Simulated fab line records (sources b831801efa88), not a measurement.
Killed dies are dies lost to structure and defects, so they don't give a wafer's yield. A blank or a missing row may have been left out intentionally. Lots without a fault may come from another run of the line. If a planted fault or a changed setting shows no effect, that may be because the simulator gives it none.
Comparing a struck lot with a sound one / flow sky130 / 17 out of 708 route steps
Sound: the wafers L775.2, L775.3, L775.5. Wafers L785.1, L785.2, L785.5 were the ones struck. The cause is named last.
Order at every step that has rows: each side's tool, ch and its chambers, its first start. Under that, the readings that differ: sound wafers / struck wafers / difference of the means / sigmas: that difference in standard deviations of wafers without a fault.
alike: a reading whose means differ by less than 2 such deviations, as well as words and numbers matching on both sides. not compared: withheld readings; readings where some wafer has no value; bounds like >300 that might hide an equal value; numbers whose values overlap and for which the record gives no deviation.
The two part at a step that has a row with sigmas, a row that says differs or no value, or rows on one side only. Numbers that have no deviation but don't overlap get no sigmas and don't part them. A reading missing from all wafers of one side parts the sides only when that side holds two or more wafers.

first, 2 steps without rows for these wafers: SKY_NWELL_IMPLANT_12; SKY_NWELL_IMPLANT_13.
SKY_NWELL_STRIP_14: strips in O2/N2.
  sound on plasma_asher-03 ch 0,1, day 5 22:37; struck on plasma_asher-01 ch 0,1, day 8 12:41
reading=drypump_motor_current_A (A); sound=6.20 6.20 6.21; struck=5.33 5.65 5.70; difference=-0.64; sigmas=-2
  alike: n2_flow_sccm, oes_product_au, strip_time_to_endpoint_s
  not compared: rf_hours_counter_h
SKY_NWELL_TW_MEAS_15:
  sound on film_metro-01 at day 5 22:44; struck on film_metro-01 at day 8 12:47
  alike: NWELL_TW
then, 7 steps without rows for these wafers: SKY_NWELL_DEHYDRATE_16 (time 60 s); SKY_NWELL_HMDS_17 (prime time 60 s); SKY_NWELL_COAT_18 (resist thk 3000 nm); SKY_NWELL_SOFTBAKE_19; SKY_NWELL_EXPOSE_20 (exposes mask NWM COMPLEMENT, target cd 840 nm); SKY_NWELL_PEB_21; SKY_NWELL_DEVELOP_22 (develop time 60 s).
SKY_NWELL_OVL_MEAS_23:
  sound on overlay-01 at day 6 17:47; struck on overlay-02 at day 9 08:56
reading=NWELL_01_OVL (nm); sound=2.3 2.8 2.6; struck=-2.2 -0.9 -1.2; difference=-4.0; sigmas=-3
SKY_NWELL_IMPLANT_24:
  sound on implanter-02 ch 0, day 6 17:51; struck on implanter-02 ch 0, day 9 08:58
reading=dose_ions_cm2; sound=9.202e+12 9.196e+12 9.206e+12; struck=4.2697e+13 4.2697e+13 4.2702e+13; difference=+3.3497e+13; sigmas=+99 or more
reading=faraday_current_uA; sound=52.5 51.0 52.4; struck=238.3 241.7 240.7; difference=+188.3; sigmas=+99 or more
  alike: end_station_pressure_torr
SKY_NWELL_STRIP_25: strips in O2/N2.
  sound on plasma_asher-01 ch 1, day 6 17:58; struck on plasma_asher-01 ch 0,1, day 9 09:07
  alike: drypump_motor_current_A, n2_flow_sccm, oes_product_au, strip_time_to_endpoint_s
  not compared: rf_hours_counter_h
SKY_NWELL_TW_MEAS_26:
  sound on film_metro-03 at day 6 18:05; struck on film_metro-01 at day 9 09:13
reading=NWELL_2_TW; sound=485 489 485; struck=796 798 799; difference=+311; sigmas=+65
then, 1 step without rows for these wafers: SKY_NWELL_CLEAN_27 (cleans in SC1/SC2, time 150 s).
-- the record jumps here: 41 days lie between the struck wafers' starts before and after (it left off in module NWELL and takes up again in module PAD_OPEN, whose first step shown is number 708 of the route) --
SKY_PAD_OPEN_PROBE_99:
  sound on prober-01 at day 47 06:16; struck on prober-01 at day 49 23:01
reading=model.etest.pfet_16v.r_on_ohm_um; sound=1.569e+04 1.536e+04 1.551e+04; struck=8841 8823 8794; difference=-6701; sigmas=
reading=model.etest.nfet_16v.r_on_ohm_um; sound=1.424e+04 1.42e+04 1.41e+04; struck=1.663e+04 1.648e+04 1.664e+04; difference=+2.403e+03; sigmas=
reading=model.etest.res_iso_pwell.rs_ohm_sq; sound=3346 3124 3185; struck=1074 989.8 1026; difference=-2188; sigmas=
reading=model.etest.res_pwell_under_gate.rs_ohm_sq; sound=2289 2288 2282; struck=828.4 832.3 825.4; difference=-1457.6; sigmas=
reading=model.etest.res_iso_pwell.line_ohm_um; sound=1279 1176 1212; struck=392.4 359.4 375.3; difference=-846.6; sigmas=
reading=model.etest.tip_n_5v.rs_ohm_sq; sound=1364 1365 1372; struck=1666 1652 1659; difference=+292; sigmas=
reading=model.etest.res_nwell.line_ohm_um; sound=1196 1188 1194; struck=1493 1434 1448; difference=+266; sigmas=
reading=model.etest.tip_sonos.rs_ohm_sq; sound=2567 2555 2532; struck=2848 2809 2826; difference=+276; sigmas=
  alike: killed_at_M0_to_M3, killed_at_M4_up, killed_at_contacts, killed_at_front_end, killed_at_other, killed_dies, killed_on_rim, killed_open, killed_short

== WHERE THEY PART ==
Earliest at SKY_NWELL_STRIP_14; latest, in this record, at SKY_NWELL_TW_MEAS_26. Later steps at which nothing parts them and some readings are alike: SKY_PAD_OPEN_PROBE_99.

WHY: whatever the simulator had introduced
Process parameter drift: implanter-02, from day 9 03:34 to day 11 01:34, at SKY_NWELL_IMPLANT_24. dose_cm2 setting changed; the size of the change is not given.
